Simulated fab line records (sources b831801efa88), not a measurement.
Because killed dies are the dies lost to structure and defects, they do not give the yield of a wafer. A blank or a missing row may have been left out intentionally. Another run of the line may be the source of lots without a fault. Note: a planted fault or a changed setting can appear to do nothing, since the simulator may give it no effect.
Problem report in the 8D (eight disciplines) form, filled by code || flow gf180mcu || the parts of the form that need people (team, actions taken, sign-off) are left out

## 1. THE ISSUE
POLY_GATE_CVD_00_THK at GF_POLY_GATE_THK_MEAS_01 reads a mean of 212.2 nm on 3 wafers of 1 lot; wafers without a fault read 199.3 nm with a standard deviation of 2.2. Relative to the usual mean, that is a shift of +5.9 standard deviations.
First observed at day 12 15:01: wafer L591.1, on film-metro-01. The record has a number at this step for 39 wafers belonging to 13 lots. The rule behind "out" and "out of limits": a value lying over 4 standard deviations away from the usual mean. Any other wafer with a number is counted as sound.

## 2. WHAT IT IS, AND WHAT IT ISN'T
{"question": "which readings at this step", "is": "POLY_GATE_CVD_00_THK", "is not": "-"}
{"question": "which lots", "is": "L591", "is not": "L577, L578, L579, L582, L584, L585, L587, L588, L592, L596, L597, L598"}
{"question": "which wafers of those lots", "is": "all that have a number", "is not": "-"}
{"question": "read on which gauges", "is": "film-metro-01", "is not": "film-metro-03, film-metro-04"}
{"question": "when", "is": "from day 12 15:01", "is not": "up to then (24 sound wafers); but 12 sound wafers of L592, L596, L597, L598 came after"}

## 3. THE SUSPECTS, EACH WITH WHAT RULES IT OUT
Counting: a tool at a process step up to the reading stays a suspect if it ran every lot that is out and no sound lot after the first of them.
- the gauge at GF_POLY_GATE_THK_MEAS_01: kept. All the wafers that are out were read on film-metro-01, and no step on other tools shows them out.
- lpcvd-01 at GF_POLY_GATE_CVD_00 (deposits poly-Si, target thk 200 nm, time 1200 s): kept. It ran the lot that is out, L591 (day 12 13:41), and no sound lot after that; its last sound lot up to then is L588 (day 11 16:32).
Left after counting: lpcvd-01 at GF_POLY_GATE_CVD_00, film-metro-01 at GF_POLY_GATE_THK_MEAS_01.

## 4. THE CAUSE (what the simulator had put in)
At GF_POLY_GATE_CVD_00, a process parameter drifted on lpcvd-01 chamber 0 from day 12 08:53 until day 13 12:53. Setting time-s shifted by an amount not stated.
This tool is one of the 2 suspects left after counting.

## 5. THE EFFECT CHAIN, in route order
Rows list readings where the struck wafers' mean (over those with a number) sits beyond 3 standard deviations from the usual. Only readings whose record carries a usual standard deviation are examined. hours: median over the lots of the time between each lot's start at the first step of this table that gives one and its start at this step. sigmas: the change, counted in usual standard deviations.
{"hours": 0, "step": "GF_POLY_GATE_THK_MEAS_01", "reading": "POLY_GATE_CVD_00_THK", "usual": "199.3 nm", "on struck wafers": 212.2, "change": "+12.9", "sigmas": "+5.9"}
Later steps that measure or inspect, where all struck wafers having a row at the step show a number for every such reading and not one has moved that far: GF_POLY_GATE_THK_MEAS_17, GF_HV_LDD_OVL_MEAS_08.

## 6. WHAT WOULD HAVE CAUGHT IT SOONER
In this record the first reading out of limits at a measuring or inspecting step was taken at day 12 15:01, 6 hours after the fault began at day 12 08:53.
By day 12 15:01 the whole set of lots that are out, 1 in number, had already begun GF_POLY_GATE_CVD_00 on lpcvd-01. Tool hold at that time: it would have spared none of them.
